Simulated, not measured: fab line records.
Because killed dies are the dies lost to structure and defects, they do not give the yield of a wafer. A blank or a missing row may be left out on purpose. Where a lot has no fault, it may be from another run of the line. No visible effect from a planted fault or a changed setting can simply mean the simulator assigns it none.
fab line records	flow sky130
record lots=24	wafers=72	last_day=50
route steps=708 shown POLY_GATE@235 METAL4@599 CAP2M@615 VIA4@658 METAL5@675
lots that met no fault: from a run of the same line without faults
start_h: hours from the record's opening day to when the first of the lot's shown wafers began	wait_h: hours from the lot's prior step to this one	" the same as in the row above	L1.1+2: a single row standing in for several wafers	- value missing, or start not given	* or withheld: withheld	< > ~ a bound
route shown NAME@n: NAME is a module with steps in the file, n the number in the route of the first one	usual: mean/standard deviation taken from wafers without a fault	same: alike in all rows	chamber/n: place in a boat	sites: readings site by site	_std_site: standard deviation of those values	_edge_site: mean of outer sites minus mean of inner sites	radius_mm: for every site, how far away it sits from the centre of the wafer	mask NAME#n: copy n	behind: tool/chamber where the wafer was last shaped	hold: the reason the lot was held/the length of the hold in hours/how it ended	device: names the non-switching transistor (n, p or np)	end of line: the tests these same wafers got at the end of their route	a step given without rows: its recipe and nothing more	killed: the dies lost at the first sort to structure and to defects; this is not the yield of the wafer	map: the dies of a wafer, with x for killed, . for not killed, _ for no die there
set.NAME: setting as actually run; set.NAME@STEP: the setting as run at that earlier step	model.NAME: the simulator's own value behind a step, which no gauge read
route steps across a sampled set of lots; one table per step, one row per wafer
services: the hour from which a tool's chamber was out of use, counted from the record's first day as start_h (under 0 if before that day), plus the number of hours and why
## steps
# step SKY_POLY_GATE_THK_MEAS_21
# recipe reads=SiO2_of_POLY_GATE_OXIDATION_20
# usual POLY_GATE_OXIDATION_THK=4.01/0.076
lot.wafer	tool	chamber	start_h	wait_h	POLY_GATE_OXIDATION_THK[nm]
L074.3	film_metro-03	-	373.70	0.0	4.03
L074.5	"	-	"	"	3.99
L074.6	"	-	"	"	4.06
L075.1	film_metro-03	-	387.88	0.0	3.91
L075.2	"	-	"	"	3.94
L075.5	"	-	"	"	3.95
L076.2	film_metro-03	-	390.57	0.0	3.95
L076.3	"	-	"	"	3.96
L076.5	"	-	"	"	3.98
L077.1	film_metro-03	-	396.54	0.0	3.98
L077.4	"	-	"	"	3.95
L077.5	"	-	"	"	3.99
L078.1	film_metro-03	-	403.56	0.0	3.99
L078.2	"	-	"	"	4.12
L078.5	"	-	"	"	4.00
L079.1	film_metro-02	-	431.11	0.0	3.98
L079.2	"	-	"	"	4.00
L079.6	"	-	"	"	4.11
L080.2	film_metro-02	-	432.89	0.0	4.03
L080.3	"	-	"	"	4.02
L080.6	"	-	"	"	4.00
L081.1	film_metro-04	-	436.70	0.0	3.97
L081.4	"	-	"	"	3.93
L081.6	"	-	"	"	3.90
L082.3	film_metro-04	-	442.34	0.0	4.03
L082.5	"	-	"	"	4.15
L082.6	"	-	"	"	4.09
L083.1	film_metro-02	-	475.61	0.0	4.01
L083.2	"	-	"	"	4.05
L083.5	"	-	"	"	4.10
L084.2	film_metro-03	-	476.21	0.0	4.05
L084.4	"	-	"	"	4.05
L084.6	"	-	"	"	4.00
L085.1	film_metro-02	-	492.96	0.0	4.09
L085.2	"	-	"	"	4.14
L085.3	"	-	"	"	4.09
L086.3	film_metro-02	-	495.54	0.0	4.04
L086.4	"	-	"	"	4.05
L086.6	"	-	"	"	3.95
L087.1	film_metro-02	-	497.20	0.0	3.99
L087.3	"	-	"	"	4.07
L087.4	"	-	"	"	4.06
L088.1	film_metro-03	-	502.42	0.0	4.14
L088.2	"	-	"	"	4.14
L088.5	"	-	"	"	4.12
L089.1	film_metro-03	-	507.75	0.0	4.11
L089.4	"	-	"	"	3.97
L089.6	"	-	"	"	4.02
L090.1	film_metro-04	-	514.34	0.0	4.02
L090.2	"	-	"	"	4.07
L090.5	"	-	"	"	4.09
L092.2	film_metro-04	-	535.62	0.0	4.02
L092.5	"	-	"	"	4.02
L092.6	"	-	"	"	3.99
L091.1	film_metro-03	-	536.63	0.0	4.00
L091.3	"	-	"	"	3.95
L091.4	"	-	"	"	3.93
L093.1	film_metro-03	-	538.80	0.0	3.97
L093.2	"	-	"	"	3.95
L093.4	"	-	"	"	4.05
L094.2	film_metro-02	-	568.45	0.0	4.06
L094.3	"	-	"	"	4.00
L094.4	"	-	"	"	3.99
L096.3	film_metro-02	-	569.38	0.0	3.95
L096.4	"	-	"	"	3.86
L096.5	"	-	"	"	3.95
L095.3	film_metro-04	-	571.48	0.0	4.03
L095.4	"	-	"	"	4.01
L095.5	"	-	"	"	3.96
L097.2	film_metro-04	-	579.25	0.2	3.85
L097.3	"	-	"	"	3.84
L097.4	"	-	"	"	3.83
# step SKY_METAL4_SPUTTER_01
# recipe material=TiN	target_thk_nm=20	power_w=6500	time_s=16.7	chamber_pressure_pa=0.4
# usual throttle_valve_pct=30.1/0.84
lot.wafer	tool	chamber	start_h	wait_h	throttle_valve_pct
L074.3	pvd_sputter-03	-	924.10	0.0	29.1
L074.5	"	-	"	"	30.0
L074.6	"	-	"	"	29.2
L075.1	pvd_sputter-02	-	938.42	0.0	28.5
L075.2	"	-	"	"	30.4
L075.5	"	-	"	"	28.7
L076.2	pvd_sputter-03	-	940.10	0.0	29.9
L076.3	"	-	"	"	29.3
L076.5	"	-	"	"	29.9
L077.1	pvd_sputter-02	-	951.55	0.0	31.1
L077.4	"	-	"	"	30.7
L077.5	"	-	"	"	30.5
L078.1	pvd_sputter-01	-	953.97	0.0	30.1
L078.2	"	-	"	"	29.1
L078.5	"	-	"	"	30.2
L079.1	pvd_sputter-02	-	978.63	0.0	30.4
L079.2	"	-	"	"	28.7
L079.6	"	-	"	"	30.3
L080.2	pvd_sputter-01	-	983.00	0.0	31.0
L080.3	"	-	"	"	29.5
L080.6	"	-	"	"	31.4
L081.1	pvd_sputter-02	-	984.89	0.0	31.3
L081.4	"	-	"	"	30.7
L081.6	"	-	"	"	31.3
L082.3	pvd_sputter-03	-	988.16	0.0	30.1
L082.5	"	-	"	"	29.0
L082.6	"	-	"	"	30.0
L083.1	pvd_sputter-01	-	1011.18	0.0	29.4
L083.2	"	-	"	"	31.2
L083.5	"	-	"	"	30.4
L084.2	pvd_sputter-03	-	1012.86	0.0	29.3
L084.4	"	-	"	"	29.2
L084.6	"	-	"	"	29.2
L086.3	pvd_sputter-02	-	1026.34	0.0	28.7
L086.4	"	-	"	"	30.0
L086.6	"	-	"	"	28.8
L085.1	pvd_sputter-02	-	1030.62	0.0	30.5
L085.2	"	-	"	"	31.1
L085.3	"	-	"	"	28.7
L087.1	pvd_sputter-01	-	1031.53	0.0	30.9
L087.3	"	-	"	"	31.2
L087.4	"	-	"	"	29.4
L088.1	pvd_sputter-01	-	1038.46	0.0	30.9
L088.2	"	-	"	"	29.4
L088.5	"	-	"	"	30.2
L089.1	pvd_sputter-03	-	1038.76	0.0	30.0
L089.4	"	-	"	"	29.2
L089.6	"	-	"	"	29.0
L090.1	pvd_sputter-01	-	1039.06	0.0	29.6
L090.2	"	-	"	"	30.1
L090.5	"	-	"	"	29.4
L092.2	pvd_sputter-01	-	1054.89	0.0	30.7
L092.5	"	-	"	"	31.5
L092.6	"	-	"	"	29.2
L091.1	pvd_sputter-01	-	1056.61	0.0	30.5
L091.3	"	-	"	"	29.5
L091.4	"	-	"	"	31.6
L093.1	pvd_sputter-02	-	1061.85	0.0	31.2
L093.2	"	-	"	"	28.9
L093.4	"	-	"	"	30.4
L094.2	pvd_sputter-03	-	1080.16	0.0	29.9
L094.3	"	-	"	"	29.1
L094.4	"	-	"	"	29.1
L096.3	pvd_sputter-01	-	1083.95	0.0	29.6
L096.4	"	-	"	"	31.0
L096.5	"	-	"	"	31.0
L095.3	pvd_sputter-02	-	1084.37	0.0	31.1
L095.4	"	-	"	"	30.7
L095.5	"	-	"	"	31.3
L097.2	pvd_sputter-03	-	1085.89	0.0	29.6
L097.3	"	-	"	"	29.2
L097.4	"	-	"	"	29.8
# step SKY_CAP2M_OVL_MEAS_12
# usual CAP2M_OVL=0.8/1.3
lot.wafer	tool	chamber	start_h	wait_h	CAP2M_OVL[nm]
L074.3	overlay-01	-	949.42	0.1	0.8
L074.5	"	-	"	"	2.1
L074.6	"	-	"	"	0.9
L075.1	overlay-02	-	962.72	0.1	1.0
L075.2	"	-	"	"	-0.2
L075.5	"	-	"	"	0.0
L076.2	overlay-01	-	964.81	0.1	1.2
L076.3	"	-	"	"	0.9
L076.5	"	-	"	"	1.5
L077.1	overlay-01	-	975.86	0.1	0.3
L077.4	"	-	"	"	1.6
L077.5	"	-	"	"	0.5
L078.1	overlay-01	-	979.06	0.1	0.3
L078.2	"	-	"	"	1.0
L078.5	"	-	"	"	1.0
L079.1	overlay-01	-	1001.96	0.1	0.5
L079.2	"	-	"	"	1.9
L079.6	"	-	"	"	0.8
L080.2	overlay-02	-	1006.43	0.1	0.3
L080.3	"	-	"	"	1.8
L080.6	"	-	"	"	0.4
L081.1	overlay-02	-	1008.61	0.1	-1.9
L081.4	"	-	"	"	-2.7
L081.6	"	-	"	"	-0.8
L082.3	overlay-02	-	1011.68	0.1	0.8
L082.5	"	-	"	"	0.3
L082.6	"	-	"	"	0.3
L083.1	overlay-02	-	1033.87	0.1	1.7
L083.2	"	-	"	"	2.4
L083.5	"	-	"	"	-0.1
L084.2	overlay-02	-	1035.78	0.1	-1.0
L084.4	"	-	"	"	-0.5
L084.6	"	-	"	"	-0.5
L086.3	overlay-02	-	1047.78	0.1	2.4
L086.4	"	-	"	"	1.0
L086.6	"	-	"	"	1.4
L085.1	overlay-01	-	1053.00	0.1	1.9
L085.2	"	-	"	"	0.6
L085.3	"	-	"	"	-0.1
L087.1	overlay-01	-	1054.12	0.1	0.2
L087.3	"	-	"	"	-0.3
L087.4	"	-	"	"	-1.4
L088.1	overlay-01	-	1059.70	0.1	0.1
L088.2	"	-	"	"	0.1
L088.5	"	-	"	"	1.4
L089.1	overlay-02	-	1060.00	0.1	0.2
L089.4	"	-	"	"	0.0
L089.6	"	-	"	"	0.4
L090.1	overlay-02	-	1060.30	0.1	0.7
L090.2	"	-	"	"	1.7
L090.5	"	-	"	"	2.1
L092.2	overlay-02	-	1077.07	0.1	2.1
L092.5	"	-	"	"	2.6
L092.6	"	-	"	"	0.7
L091.1	overlay-02	-	1077.87	0.1	0.7
L091.3	"	-	"	"	0.0
L091.4	"	-	"	"	0.6
L093.1	overlay-02	-	1083.30	0.1	2.1
L093.2	"	-	"	"	3.1
L093.4	"	-	"	"	2.6
L094.2	overlay-01	-	1100.63	0.1	-0.8
L094.3	"	-	"	"	1.8
L094.4	"	-	"	"	-0.3
L096.3	overlay-01	-	1104.33	0.1	0.2
L096.4	"	-	"	"	0.0
L096.5	"	-	"	"	-0.2
L095.3	overlay-02	-	1104.63	0.1	0.2
L095.4	"	-	"	"	-0.9
L095.5	"	-	"	"	1.3
L097.2	overlay-02	-	1105.71	0.1	1.3
L097.3	"	-	"	"	-0.9
L097.4	"	-	"	"	0.2
# step SKY_CAP2M_STRIP_14
# recipe chemistry=O2/N2	power_w=1400	pressure_mtorr=1500	platen_temp_c=withheld	o2_flow_sccm=3000	n2_flow_sccm=300	overash_fraction=0.5
# usual drypump_motor_current_A=5.8/0.32	oes_product_au=0.711/0.0046	strip_time_to_endpoint_s=12.58/0.05
lot.wafer	tool	chamber	start_h	wait_h	drypump_motor_current_A	oes_product_au	rf_hours_counter_h	strip_time_to_endpoint_s
L074.3	plasma_asher-01	0	949.56	0.1	5.6	0.715	-	12.60
L074.5	"	0	"	"	5.6	0.711	-	12.59
L074.6	"	1	"	"	5.8	0.707	-	12.63
L075.1	plasma_asher-03	1	962.83	0.1	5.7	0.715	22	12.56
L075.2	"	0	"	"	5.2	0.716	22	12.63
L075.5	"	1	"	"	5.7	0.718	-	12.57
L076.2	plasma_asher-01	1	964.91	0.1	5.9	0.714	55	12.67
L076.3	"	1	"	"	5.8	0.715	-	12.65
L076.5	"	1	"	"	5.8	0.709	-	12.68
L077.1	plasma_asher-04	0	975.97	0.1	6.2	0.706	119	12.55
L077.4	"	0	"	"	6.2	0.713	-	12.60
L077.5	"	0	"	"	6.2	0.713	-	12.59
L078.1	plasma_asher-04	1	979.17	0.1	5.8	0.707	119	12.61
L078.2	"	0	"	"	6.2	0.706	119	12.68
L078.5	"	1	"	"	5.8	0.710	-	12.63
L079.1	plasma_asher-04	1	1002.07	0.1	5.8	0.715	122	12.58
L079.2	"	0	"	"	6.2	0.710	122	12.61
L079.6	"	0	"	"	6.2	0.710	-	12.61
L080.2	plasma_asher-01	0	1006.53	0.1	5.6	0.709	58	12.53
L080.3	"	0	"	"	5.6	0.711	-	12.55
L080.6	"	0	"	"	5.6	0.703	-	12.56
L081.1	plasma_asher-01	0	1008.72	0.1	5.6	0.713	58	12.57
L081.4	"	0	"	"	5.6	0.715	-	12.57
L081.6	"	0	"	"	5.6	0.702	-	12.60
L082.3	plasma_asher-03	1	1011.82	0.1	5.7	0.711	-	12.63
L082.5	"	0	"	"	5.2	0.706	-	12.63
L082.6	"	1	"	"	5.7	0.715	-	12.67
L083.1	plasma_asher-04	1	1033.98	0.1	5.8	0.703	123	12.56
L083.2	"	0	"	"	6.2	0.705	123	12.59
L083.5	"	1	"	"	5.8	0.715	-	12.58
L084.2	plasma_asher-04	0	1035.88	0.1	6.2	0.712	124	12.58
L084.4	"	0	"	"	6.2	0.719	-	12.53
L084.6	"	1	"	"	5.8	0.707	-	12.60
L086.3	plasma_asher-04	0	1048.00	0.1	6.2	0.708	-	12.54
L086.4	"	1	"	"	5.8	0.713	-	12.54
L086.6	"	0	"	"	6.2	0.713	-	12.56
L085.1	plasma_asher-03	1	1053.12	0.1	5.7	0.715	31	12.53
L085.2	"	0	"	"	5.2	0.713	31	12.50
L085.3	"	1	"	"	5.7	0.711	-	12.46
L087.1	plasma_asher-04	0	1054.23	0.1	6.2	0.704	125	12.45
L087.3	"	0	"	"	6.2	0.709	-	12.46
L087.4	"	1	"	"	5.8	0.714	-	12.49
L088.1	plasma_asher-01	0	1059.82	0.1	5.6	0.716	64	12.57
L088.2	"	1	"	"	5.8	0.709	64	12.53
L088.5	"	0	"	"	5.6	0.704	-	12.52
L089.1	plasma_asher-01	1	1060.12	0.1	5.8	0.711	65	12.61
L089.4	"	1	"	"	5.8	0.705	-	12.56
L089.6	"	1	"	"	5.9	0.722	-	12.57
L090.1	plasma_asher-03	0	1060.42	0.1	5.1	0.706	32	12.63
L090.2	"	1	"	"	5.7	0.703	32	12.62
L090.5	"	0	"	"	5.1	0.716	-	12.61
L092.2	plasma_asher-03	0	1077.18	0.1	5.1	0.713	33	12.59
L092.5	"	1	"	"	5.7	0.708	-	12.58
L092.6	"	0	"	"	5.1	0.710	-	12.60
L091.1	plasma_asher-04	0	1077.98	0.1	6.2	0.709	1	12.52
L091.3	"	0	"	"	6.2	0.712	-	12.54
L091.4	"	1	"	"	5.8	0.715	-	12.57
L093.1	plasma_asher-04	0	1083.42	0.1	6.2	0.709	2	12.55
L093.2	"	1	"	"	5.8	0.709	2	12.49
L093.4	"	0	"	"	6.2	0.709	-	12.55
L094.2	plasma_asher-04	0	1100.73	0.1	6.2	0.710	3	12.67
L094.3	"	1	"	"	5.8	0.715	-	12.68
L094.4	"	0	"	"	6.2	0.709	-	12.63
L096.3	plasma_asher-03	0	1104.47	0.1	5.1	0.706	-	12.56
L096.4	"	1	"	"	5.7	0.714	-	12.56
L096.5	"	0	"	"	5.2	0.706	-	12.52
L095.3	plasma_asher-04	0	1104.77	0.1	6.2	0.705	-	12.59
L095.4	"	1	"	"	5.8	0.712	-	12.61
L095.5	"	1	"	"	5.8	0.713	-	12.59
L097.2	plasma_asher-04	0	1105.82	0.1	6.2	0.712	4	12.64
L097.3	"	1	"	"	5.8	0.707	-	12.61
L097.4	"	0	"	"	6.2	0.704	-	12.64
# step SKY_VIA4_RS_MEAS_19
# recipe thk_meas_gauge=four-point-probe	reads=W_of_VIA4_CVD_18+TiN_of_VIA4_SPUTTER_17
# usual VIA4_W_RS=0.2279/0.0025
lot.wafer	tool	chamber	start_h	wait_h	VIA4_W_RS[ohm/sq]
L074.3	film_metro-03	-	1000.19	0.1	0.2312
L074.5	"	-	"	"	0.2261
L074.6	"	-	"	"	0.2276
L075.1	film_metro-02	-	1012.89	0.1	0.2284
L075.2	"	-	"	"	0.2264
L075.5	"	-	"	"	0.2264
L076.2	film_metro-01	-	1015.22	0.1	0.2306
L076.3	"	-	"	"	0.2328
L076.5	"	-	"	"	0.2312
L077.1	film_metro-03	-	1024.80	0.1	0.2290
L077.4	"	-	"	"	0.2301
L077.5	"	-	"	"	0.2274
L078.1	film_metro-02	-	1031.67	0.1	0.2283
L078.2	"	-	"	"	0.2255
L078.5	"	-	"	"	0.2228
L079.1	film_metro-02	-	1049.92	0.1	0.2300
L079.2	"	-	"	"	0.2284
L079.6	"	-	"	"	0.2297
L080.2	film_metro-01	-	1054.62	0.1	0.2285
L080.3	"	-	"	"	0.2273
L080.6	"	-	"	"	0.2292
L081.1	film_metro-01	-	1056.47	0.1	0.2293
L081.4	"	-	"	"	0.2310
L081.6	"	-	"	"	0.2322
L082.3	film_metro-02	-	1058.21	0.1	0.2306
L082.5	"	-	"	"	0.2277
L082.6	"	-	"	"	0.2323
L083.1	film_metro-01	-	1082.13	0.1	0.2269
L083.2	"	-	"	"	0.2277
L083.5	"	-	"	"	0.2279
L084.2	film_metro-01	-	1083.65	0.1	0.2252
L084.4	"	-	"	"	0.2233
L084.6	"	-	"	"	0.2244
L086.3	film_metro-01	-	1092.85	0.1	0.2247
L086.4	"	-	"	"	0.2259
L086.6	"	-	"	"	0.2238
L085.1	film_metro-03	-	1097.05	0.1	0.2245
L085.2	"	-	"	"	0.2276
L085.3	"	-	"	"	0.2245
L087.1	film_metro-01	-	1098.87	0.1	0.2240
L087.3	"	-	"	"	0.2257
L087.4	"	-	"	"	0.2219
L088.1	film_metro-01	-	1104.27	0.1	0.2302
L088.2	"	-	"	"	0.2313
L088.5	"	-	"	"	0.2300
L089.1	film_metro-01	-	1104.53	0.1	0.2289
L089.4	"	-	"	"	0.2262
L089.6	"	-	"	"	0.2287
L090.1	film_metro-02	-	1105.25	0.1	0.2276
L090.2	"	-	"	"	0.2273
L090.5	"	-	"	"	0.2266
L092.2	film_metro-03	-	1121.20	0.2	0.2233
L092.5	"	-	"	"	0.2274
L092.6	"	-	"	"	0.2266
L091.1	film_metro-03	-	1122.37	0.3	0.2285
L091.3	"	-	"	"	0.2291
L091.4	"	-	"	"	0.2278
L093.1	film_metro-02	-	1126.22	0.3	0.2293
L093.2	"	-	"	"	0.2284
L093.4	"	-	"	"	0.2270
L094.2	film_metro-03	-	1142.75	0.1	0.2273
L094.3	"	-	"	"	0.2286
L094.4	"	-	"	"	0.2285
L096.3	film_metro-02	-	1146.53	0.1	0.2301
L096.4	"	-	"	"	0.2267
L096.5	"	-	"	"	0.2286
L095.3	film_metro-01	-	1146.83	0.1	0.2301
L095.4	"	-	"	"	0.2263
L095.5	"	-	"	"	0.2300
L097.2	film_metro-01	-	1147.42	0.1	0.2277
L097.3	"	-	"	"	0.2301
L097.4	"	-	"	"	0.2249
# step SKY_METAL5_DESCUM_14
# recipe chemistry=O2	source_power_w=150	bias_power_w=0	pressure_mtorr=10	temp_c=40	time_s=11
# usual drypump_motor_current_A=6.02/0.29	oes_product_au=0.998/0.011
lot.wafer	tool	chamber	start_h	wait_h	drypump_motor_current_A	oes_product_au	rf_hours_counter_h
L074.3	rie_metal-03	0	1023.43	0.1	6.17	1.022	-
L074.5	"	1	"	"	6.07	1.005	-
L074.6	"	0	"	"	6.20	1.019	-
L075.1	rie_metal-03	0	1036.07	0.1	6.17	1.021	20
L075.2	"	1	"	"	6.02	1.007	14
L075.5	"	0	"	"	6.18	1.012	-
L076.2	rie_metal-04	1	1038.27	0.1	6.24	0.997	15
L076.3	"	0	"	"	6.07	0.984	-
L076.5	"	1	"	"	6.26	1.003	-
L077.1	rie_metal-04	1	1047.12	0.1	6.23	0.999	16
L077.4	"	0	"	"	6.10	0.993	-
L077.5	"	1	"	"	6.24	0.997	-
L078.1	rie_metal-04	0	1054.28	0.1	6.09	0.989	10
L078.2	"	1	"	"	6.24	0.995	16
L078.5	"	0	"	"	6.10	0.982	-
L079.1	rie_metal-03	1	1070.65	0.1	6.06	0.983	16
L079.2	"	0	"	"	6.18	0.997	22
L079.6	"	1	"	"	6.09	0.993	-
L080.2	rie_metal-02	1	1076.92	0.1	5.43	0.980	16
L080.3	"	0	"	"	6.18	0.999	-
L080.6	"	1	"	"	5.45	0.976	-
L081.1	rie_metal-02	0	1078.35	0.1	6.17	1.004	2
L081.4	"	1	"	"	5.43	0.996	-
L081.6	"	1	"	"	5.41	0.996	-
L082.3	rie_metal-03	0	1080.13	0.1	6.18	1.011	-
L082.5	"	0	"	"	6.18	1.008	-
L082.6	"	1	"	"	6.05	1.005	-
L083.1	rie_metal-02	1	1102.83	0.1	5.43	1.002	19
L083.2	"	0	"	"	6.19	0.993	4
L083.5	"	1	"	"	5.44	1.000	-
L084.2	rie_metal-02	0	1104.60	0.1	6.14	0.996	4
L084.4	"	1	"	"	5.45	0.989	-
L084.6	"	0	"	"	6.15	0.999	-
L086.3	rie_metal-02	0	1113.41	0.1	6.20	1.007	-
L086.4	"	1	"	"	5.40	0.995	-
L086.6	"	0	"	"	6.18	0.981	-
L085.1	rie_metal-02	0	1118.09	0.1	6.20	1.000	5
L085.2	"	1	"	"	5.45	1.000	20
L085.3	"	0	"	"	6.20	0.994	-
L087.1	rie_metal-04	0	1118.75	0.1	6.08	0.981	14
L087.3	"	0	"	"	6.09	0.987	-
L087.4	"	1	"	"	6.25	0.992	-
L088.1	rie_metal-02	0	1124.22	0.1	6.20	1.002	6
L088.2	"	1	"	"	5.46	0.984	21
L088.5	"	1	"	"	5.43	0.988	-
L089.1	rie_metal-03	1	1124.85	0.1	6.06	1.012	19
L089.4	"	1	"	"	6.09	1.005	-
L089.6	"	1	"	"	6.08	1.016	-
L090.1	rie_metal-02	0	1125.80	0.1	6.14	0.992	6
L090.2	"	1	"	"	5.41	0.998	21
L090.5	"	0	"	"	6.16	1.000	-
L092.2	rie_metal-02	0	1140.47	0.1	6.22	1.010	8
L092.5	"	1	"	"	5.43	0.996	-
L092.6	"	0	"	"	6.19	0.999	-
L091.1	rie_metal-03	1	1142.30	0.1	6.06	1.006	20
L091.3	"	1	"	"	6.06	0.997	-
L091.4	"	0	"	"	6.18	1.020	-
L093.1	rie_metal-04	0	1145.80	0.1	6.10	0.980	16
L093.2	"	1	"	"	6.25	0.989	24
L093.4	"	1	"	"	6.27	0.988	-
L094.2	rie_metal-03	0	1161.47	0.1	6.19	1.021	28
L094.3	"	0	"	"	6.19	1.012	-
L094.4	"	1	"	"	6.05	0.997	-
L096.3	rie_metal-04	0	1165.31	0.1	6.09	0.986	-
L096.4	"	1	"	"	6.27	0.987	-
L096.5	"	0	"	"	6.08	0.992	-
L095.3	rie_metal-03	0	1165.90	0.1	6.18	1.016	-
L095.4	"	1	"	"	6.06	1.008	-
L095.5	"	1	"	"	6.06	1.003	-
L097.2	rie_metal-04	1	1166.40	0.1	6.27	0.977	26
L097.3	"	1	"	"	6.25	0.983	-
L097.4	"	0	"	"	6.08	0.974	-
## services
tool	chamber	start_h	hours	kind
plasma_asher-01	-	901.30	12.1	repair
plasma_asher-04	-	903.41	7.3	repair
pvd_sputter-03	-	924.89	2.9	repair
pvd_sputter-01	-	954.81	4.3	repair
rie_metal-03	0	964.31	4.1	repair
plasma_asher-01	-	965.54	11.5	repair
rie_metal-04	1	988.97	15.5	repair
plasma_asher-04	-	1007.79	15.6	pm
rie_metal-02	-	1010.42	26.5	repair
pvd_sputter-01	2	1013.54	-	consumable_replace:kit
plasma_asher-03	-	1020.87	14.6	pm
rie_metal-04	-	1048.09	2.8	pm
plasma_asher-04	-	1055.25	9.0	pm
plasma_asher-04	0	1055.25	9.0	vent_cycle
plasma_asher-04	1	1055.25	9.0	vent_cycle
plasma_asher-04	0	1064.25	-	clean
plasma_asher-04	1	1064.25	-	clean
pvd_sputter-02	-	1064.26	5.3	repair
rie_metal-04	-	1064.56	0.1	repair
rie_metal-04	0	1076.83	11.8	repair
rie_metal-03	-	1085.60	28.1	pm
pvd_sputter-01	-	1093.31	1.3	repair
plasma_asher-03	-	1101.11	2.6	repair
plasma_asher-03	-	1159.18	2.2	repair
## key
fault none
